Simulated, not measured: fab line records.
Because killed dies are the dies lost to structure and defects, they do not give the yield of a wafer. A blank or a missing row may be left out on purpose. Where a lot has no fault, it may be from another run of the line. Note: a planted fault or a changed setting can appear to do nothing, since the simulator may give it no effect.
Which tool was responsible? :: flow sky130 :: at 1 step of a route of 708, 6 lots with 18 wafers sampled

## WHAT EACH GAUGE READ, for each wafer
SKY_LDD_P_OVL_MEAS_08.
lot: L947
measured: day 20 01:14
on: overlay-02
LDD_P_OVL (nm): 0.2 0.3 2.2

lot: L951
measured: day 21 05:19
on: overlay-01
LDD_P_OVL (nm): -1.5 -2.3 -3.6

lot: L953
measured: day 22 05:10
on: overlay-01
LDD_P_OVL (nm): -2.1 -1.0 -0.1

lot: L955
measured: day 22 17:07
on: overlay-02
LDD_P_OVL (nm): -2.5 -0.5 -0.8

lot: L958
measured: day 23 13:44
on: overlay-02
LDD_P_OVL (nm): 0.3 -2.7 -0.9

lot: L968
measured: day 26 21:05
on: overlay-02
LDD_P_OVL (nm): -0.2 -0.1 -2.0

## WHICH TOOL RAN EACH LOT (tool, then ch and the chambers of the sampled wafers, then the start)
The record holds no process step before these readings.

## THE ANSWER, worked out from the rows above alone
Rule: what is usual is taken from the lots themselves. Put in order of their means at a reading, lots are off if they are a third of the lots or fewer, leave a main group of 4 or more, and stand apart from it by a gap of 3 or more times the standard deviation of the main group's means; of several such gaps the widest counts. The tables above print the reading to a certain number of digits; a main group whose means all agree to those digits is not used. Also off: a lot with no number at a reading for which 4 or more lots have one. All remaining lots with rows at the step are treated as sound.
No lot is off on any of the readings shown, so nothing can be concluded from this.

## WHAT THE SIMULATOR PUT IN
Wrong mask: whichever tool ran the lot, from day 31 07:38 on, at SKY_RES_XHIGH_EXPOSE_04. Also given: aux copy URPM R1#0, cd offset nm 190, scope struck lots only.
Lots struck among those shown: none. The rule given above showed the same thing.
